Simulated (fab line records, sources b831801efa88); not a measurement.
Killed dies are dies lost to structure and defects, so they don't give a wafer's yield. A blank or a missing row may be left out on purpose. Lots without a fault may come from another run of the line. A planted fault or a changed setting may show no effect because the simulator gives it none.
fab line records | flow gf180mcu
record lots=12 wafers=36 last_day=35
route steps=602 shown HV_LDD@213 PSD@261 NSD@262 SALICIDE@282
lots that met no fault: from a run of the same line without faults
start_h: hours from the record's first day to the start of the lot's first wafer shown | wait_h: hours since the lot's step before | " the same as in the row above | L1.1+2: a row that stands for several wafers | - no value, or no start given | * or withheld: withheld | < > ~ a bound
route shown NAME@n: a module of which the file shows steps, and the number in the route of the first | usual: mean/standard deviation of fault-free wafers | same: alike in all rows | chamber/n: place in a boat | sites: the reading at each site | _std_site: their standard deviation | _edge_site: outer sites' mean less inner sites' | radius_mm: how far each site lies from the wafer's centre | mask NAME#n: copy n | behind: the tool/chamber that last shaped the wafer | hold: why the lot was held/for how many hours/how that ended | device: the transistor (n, p or np) that didn't switch | end of line: the same wafers' tests at the end of the route | a step without rows: its recipe alone | killed: dies lost to structure and defects at the first sort, not the wafer's yield | map: a wafer's dies, x killed, . not, _ none there
set.NAME: the setting as run; set.NAME@STEP: as run at that earlier step | model.NAME: the simulator's own value behind a step, which no gauge read
steps of the route over a sample of lots; a table a step, a row a wafer
services: from which hour (start_h, from the record's first day; less than 0 if before it) a tool's chamber was out of use, for how many hours, and why
## steps
# step GF_HV_LDD_STRIP_37
# recipe chemistry=O2/N2 power_w=1400 pressure_mtorr=1500 platen_temp_c=250 o2_flow_sccm=3000 n2_flow_sccm=300 overash_fraction=0.5
# usual drypump_motor_current_A=6.1/0.42 heater_power_w=328/48 oes_product_au=0.716/0.0041 strip_time_to_endpoint_s=12.63/0.031
# columns lot.wafer tool chamber start_h wait_h drypump_motor_current_A heater_power_w oes_product_au rf_hours_counter_h strip_time_to_endpoint_s
L451.2 plasma_asher-02 0 290.70 0.1 6.5 395 0.717 19 12.64
L451.3 " 1 " " 6.1 305 0.711 - 12.60
L451.4 " 0 " " 6.5 390 0.717 - 12.62
L454.1 plasma_asher-02 1 313.06 0.1 6.1 302 0.705 22 12.68
L454.3 " 1 " " 6.1 299 0.715 - 12.63
L454.4 " 0 " " 6.5 394 0.716 - 12.67
L455.2 plasma_asher-03 0 319.04 0.1 6.1 305 0.718 51 12.66
L455.3 " 1 " " 5.6 284 0.715 - 12.64
L455.5 " 0 " " 6.0 301 0.715 - 12.64
L456.1 plasma_asher-02 1 328.89 0.1 6.1 309 0.716 24 12.64
L456.2 " 0 " " 6.5 404 0.712 24 12.65
L456.4 " 0 " " 6.5 397 0.719 - 12.69
L457.1 plasma_asher-03 0 337.16 0.1 6.0 302 0.713 53 12.60
L457.5 " 0 " " 6.0 295 0.710 - 12.61
L457.6 " 1 " " 5.6 279 0.717 - 12.61
L458.4 plasma_asher-03 1 340.29 0.1 5.6 281 0.713 - 12.67
L458.5 " 1 " " 5.6 276 0.720 - 12.62
L458.6 " 0 " " 6.0 303 0.711 - 12.61
L465.1 plasma_asher-01 1 399.44 0.1 5.1 313 0.718 73 12.65
L465.5 " 1 " " 5.1 322 0.716 - 12.64
L465.6 " 0 " " 5.6 262 0.715 - 12.64
L466.1 plasma_asher-02 0 410.25 0.1 6.5 394 0.723 32 12.65
L466.2 " 1 " " 6.1 305 0.716 32 12.61
L466.5 " 1 " " 6.1 308 0.716 - 12.65
L467.2 plasma_asher-02 1 416.24 0.1 6.1 298 0.705 33 12.68
L467.4 " 1 " " 6.1 308 0.715 - 12.70
L467.6 " 1 " " 6.1 313 0.717 - 12.70
L469.1 plasma_asher-02 1 429.24 0.1 6.1 310 0.711 34 12.61
L469.3 " 0 " " 6.5 388 0.716 - 12.62
L469.4 " 1 " " 6.1 311 0.721 - 12.61
L470.1 plasma_asher-02 1 437.59 0.1 6.1 310 0.714 35 12.60
L470.5 " 1 " " 6.1 307 0.716 - 12.64
L470.6 " 0 " " 6.5 389 0.724 - 12.61
L471.1 plasma_asher-02 0 447.15 0.1 6.5 389 0.719 36 12.67
L471.2 " 1 " " 6.1 305 0.715 36 12.68
L471.4 " 1 " " 6.1 305 0.719 - 12.63
# step GF_HV_LDD_RS_MEAS_53
# recipe thk_meas_gauge=four-point-probe
# usual HV_LDD_RS=418.6/0.93
# columns lot.wafer tool chamber start_h wait_h HV_LDD_RS[ohm/sq]
L451.2 film_metro-04 - 312.53 0.1 418.2
L451.3 " - " " 418.2
L451.4 " - " " 417.9
L454.1 film_metro-03 - 335.24 0.1 418.4
L454.3 " - " " 418.7
L454.4 " - " " 419.4
L455.2 film_metro-03 - 340.95 0.1 417.2
L455.3 " - " " 419.0
L455.5 " - " " 417.8
L456.1 film_metro-04 - 351.68 0.1 418.1
L456.2 " - " " 418.0
L456.4 " - " " 419.5
L457.1 film_metro-04 - 360.03 0.1 417.4
L457.5 " - " " 419.0
L457.6 " - " " 418.5
L458.4 film_metro-03 - 363.44 0.1 417.5
L458.5 " - " " 419.0
L458.6 " - " " 417.5
L465.1 film_metro-02 - 423.97 0.1 420.5
L465.5 " - " " 420.8
L465.6 " - " " 420.2
L466.1 film_metro-04 - 435.27 0.1 419.1
L466.2 " - " " 419.5
L466.5 " - " " 419.5
L467.2 film_metro-02 - 442.33 0.1 419.9
L467.4 " - " " 419.3
L467.6 " - " " 419.4
L469.1 film_metro-04 - 454.63 0.1 417.3
L469.3 " - " " 417.2
L469.4 " - " " 417.0
L470.1 film_metro-02 - 462.19 0.1 418.8
L470.5 " - " " 419.0
L470.6 " - " " 419.0
L471.1 film_metro-03 - 472.09 0.1 418.0
L471.2 " - " " 419.1
L471.4 " - " " 419.4
# step GF_PSD_RTA_13
# recipe temp_c=1025 time_s=20 ambient=N2
# usual lamp_power_pct=34.4/2 wafer_temp_C_max=1031.1/1.1
# columns lot.wafer tool chamber start_h wait_h lamp_power_pct wafer_temp_C_max
L451.2 rtp_anneal-02 0 358.89 0.0 37.2 1030.7
L451.3 " 0 " " 37.2 1032.6
L451.4 " 0 " " 37.2 1032.4
L454.1 rtp_anneal-01 0 384.40 0.0 33.0 1032.3
L454.3 " 0 " " 33.0 1031.4
L454.4 " 0 " " 33.0 1031.4
L455.2 rtp_anneal-01 0 390.34 0.0 33.0 1033.7
L455.3 " 0 " " 33.0 1031.9
L455.5 " 0 " " 33.0 1032.7
L456.1 rtp_anneal-01 0 403.65 0.0 32.9 1030.4
L456.2 " 0 " " 33.0 1030.8
L456.4 " 0 " " 33.0 1032.6
L457.1 rtp_anneal-01 0 410.32 0.0 34.1 1030.8
L457.5 " 0 " " 34.2 1029.7
L457.6 " 0 " " 34.2 1032.4
L458.4 rtp_anneal-01 0 413.25 0.0 34.2 1031.4
L458.5 " 0 " " 34.1 1031.7
L458.6 " 0 " " 34.1 1034.0
L465.1 rtp_anneal-01 0 477.91 0.0 33.0 1031.7
L465.5 " 0 " " 33.0 1032.4
L465.6 " 0 " " 33.0 1029.9
L466.1 rtp_anneal-01 0 487.20 0.0 32.9 1032.3
L466.2 " 0 " " 32.9 1030.8
L466.5 " 0 " " 33.0 1030.8
L467.2 rtp_anneal-02 0 495.18 0.0 37.3 1030.1
L467.4 " 0 " " 37.3 1032.2
L467.6 " 0 " " 37.2 1030.3
L469.1 rtp_anneal-01 0 506.82 0.0 33.0 1031.1
L469.3 " 0 " " 33.0 1030.8
L469.4 " 0 " " 33.0 1029.9
L470.1 rtp_anneal-02 0 514.54 0.0 37.3 1031.8
L470.5 " 0 " " 37.3 1030.6
L470.6 " 0 " " 37.2 1030.6
L471.1 rtp_anneal-02 0 523.56 0.0 37.2 1030.2
L471.2 " 0 " " 37.2 1029.6
L471.4 " 0 " " 37.2 1031.9
# step GF_PSD_RS_MEAS_14
# recipe thk_meas_gauge=four-point-probe
# usual NSD_RS=46.09/0.091
# columns lot.wafer tool chamber start_h wait_h NSD_RS[ohm/sq]
L451.2 film_metro-01 - 358.98 0.1 46.03
L451.3 " - " " 46.04
L451.4 " - " " 46.07
L454.1 film_metro-02 - 384.48 0.1 46.06
L454.3 " - " " 46.12
L454.4 " - " " 46.14
L455.2 film_metro-02 - 390.43 0.1 46.07
L455.3 " - " " 46.03
L455.5 " - " " 46.04
L456.1 film_metro-01 - 403.73 0.1 46.01
L456.2 " - " " 46.08
L456.4 " - " " 46.01
L457.1 film_metro-01 - 410.41 0.1 44.05
L457.5 " - " " 44.09
L457.6 " - " " 44.12
L458.4 film_metro-02 - 413.35 0.1 44.22
L458.5 " - " " 44.26
L458.6 " - " " 44.13
L465.1 film_metro-01 - 477.99 0.1 45.92
L465.5 " - " " 45.98
L465.6 " - " " 45.88
L466.1 film_metro-03 - 487.28 0.1 46.19
L466.2 " - " " 46.04
L466.5 " - " " 46.24
L467.2 film_metro-03 - 495.27 0.1 46.15
L467.4 " - " " 46.05
L467.6 " - " " 46.16
L469.1 film_metro-02 - 506.90 0.1 46.19
L469.3 " - " " 46.05
L469.4 " - " " 46.17
L470.1 film_metro-03 - 514.63 0.1 46.21
L470.5 " - " " 46.15
L470.6 " - " " 46.20
L471.1 film_metro-02 - 523.64 0.1 46.17
L471.2 " - " " 46.05
L471.4 " - " " 46.13
# step GF_PSD_RS_MEAS_15
# recipe thk_meas_gauge=four-point-probe
# usual PSD_RS=108.50/0.28
# columns lot.wafer tool chamber start_h wait_h PSD_RS[ohm/sq]
L451.2 film_metro-01 - 359.10 0.1 108.45
L451.3 " - " " 108.55
L451.4 " - " " 108.68
L454.1 film_metro-02 - 384.60 0.1 108.69
L454.3 " - " " 108.80
L454.4 " - " " 108.93
L455.2 film_metro-02 - 390.55 0.1 108.83
L455.3 " - " " 108.78
L455.5 " - " " 108.55
L456.1 film_metro-01 - 403.85 0.1 108.34
L456.2 " - " " 108.36
L456.4 " - " " 108.28
L457.1 film_metro-01 - 410.53 0.1 102.07
L457.5 " - " " 102.46
L457.6 " - " " 102.56
L458.4 film_metro-02 - 413.47 0.1 102.44
L458.5 " - " " 102.56
L458.6 " - " " 102.74
L465.1 film_metro-01 - 478.11 0.1 107.83
L465.5 " - " " 107.99
L465.6 " - " " 108.07
L466.1 film_metro-03 - 487.40 0.1 109.19
L466.2 " - " " 108.98
L466.5 " - " " 108.77
L467.2 film_metro-03 - 495.39 0.1 108.56
L467.4 " - " " 108.31
L467.6 " - " " 108.29
L469.1 film_metro-02 - 507.02 0.1 108.70
L469.3 " - " " 108.10
L469.4 " - " " 108.71
L470.1 film_metro-03 - 514.75 0.1 109.03
L470.5 " - " " 108.63
L470.6 " - " " 108.66
L471.1 film_metro-02 - 523.76 0.1 108.51
L471.2 " - " " 108.76
L471.4 " - " " 108.55
# step GF_SALICIDE_RS_MEAS_04
# recipe thk_meas_gauge=four-point-probe reads=TiN_of_SALICIDE_SPUTTER_03+Co_of_SALICIDE_SPUTTER_02
# usual SALICIDE_TIN_RS=16.4/0.31
# columns lot.wafer tool chamber start_h wait_h SALICIDE_TIN_RS[ohm/sq]
L451.2 film_metro-02 - 382.72 0.0 16.7
L451.3 " - " " 16.2
L451.4 " - " " 16.7
L454.1 film_metro-01 - 408.77 0.0 16.9
L454.3 " - " " 16.8
L454.4 " - " " 16.7
L455.2 film_metro-01 - 414.83 0.0 16.0
L455.3 " - " " 16.1
L455.5 " - " " 15.8
L456.1 film_metro-02 - 428.77 0.0 16.2
L456.2 " - " " 16.2
L456.4 " - " " 16.2
L457.1 film_metro-04 - 435.65 0.0 16.4
L457.5 " - " " 16.7
L457.6 " - " " 16.2
L458.4 film_metro-01 - 438.80 0.1 15.9
L458.5 " - " " 16.2
L458.6 " - " " 16.2
L465.1 film_metro-01 - 503.34 0.0 16.6
L465.5 " - " " 16.3
L465.6 " - " " 15.8
L466.1 film_metro-02 - 512.20 0.0 16.2
L466.2 " - " " 16.2
L466.5 " - " " 16.2
L467.2 film_metro-02 - 520.47 0.0 16.7
L467.4 " - " " 16.4
L467.6 " - " " 16.6
L469.1 film_metro-01 - 531.89 0.0 16.5
L469.3 " - " " 16.5
L469.4 " - " " 16.8
L470.1 film_metro-04 - 539.29 0.0 16.2
L470.5 " - " " 16.0
L470.6 " - " " 16.2
L471.1 film_metro-04 - 547.81 0.0 16.4
L471.2 " - " " 16.3
L471.4 " - " " 16.5
## services
# columns tool chamber start_h hours kind
plasma_asher-01 - 289.07 14.6 pm
plasma_asher-01 - 309.36 6.8 repair
rtp_anneal-01 - 375.65 1.1 pm
rtp_anneal-02 - 381.13 109.0 repair
plasma_asher-01 - 421.25 9.0 pm
plasma_asher-01 0 421.25 9.0 vent_cycle
plasma_asher-01 1 421.25 9.0 vent_cycle
plasma_asher-01 0 430.25 - clean
plasma_asher-01 1 430.25 - clean
plasma_asher-02 - 471.12 6.0 repair
plasma_asher-02 - 505.67 1.6 repair
## key
first_sign step=GF_PSD_RS_MEAS_14 reading=NSD_RS direction=down sigmas=21 usual=46.09 struck=44.15
effect step=GF_PSD_RS_MEAS_15 reading=PSD_RS direction=down sigmas=21 usual=108.50 struck=102.47
met_at GF_PSD_RTA_13
struck_lots L457,L458
tester_left_out L457,L458
not_acting_at GF_HV_LDD_STRIP_37,GF_HV_LDD_RS_MEAS_53,GF_SALICIDE_RS_MEAS_04
onset_between 403.65 410.32
fault kind=process_parameter_drift tool=rtp_anneal-01 chamber=- onset_h=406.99 steps=GF_PSD_RTA_13 channel=temp_c offset=* shape=step end_h=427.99 acts_in=* stated=*
# tester_left_out: of these lots the tester's yield and bins aren't shown, on N5 and GAA mostly nor the transistor test; their killed dies are dies lost to structure and defects alone, not to doping, threshold or leakage, so they don't give the yield
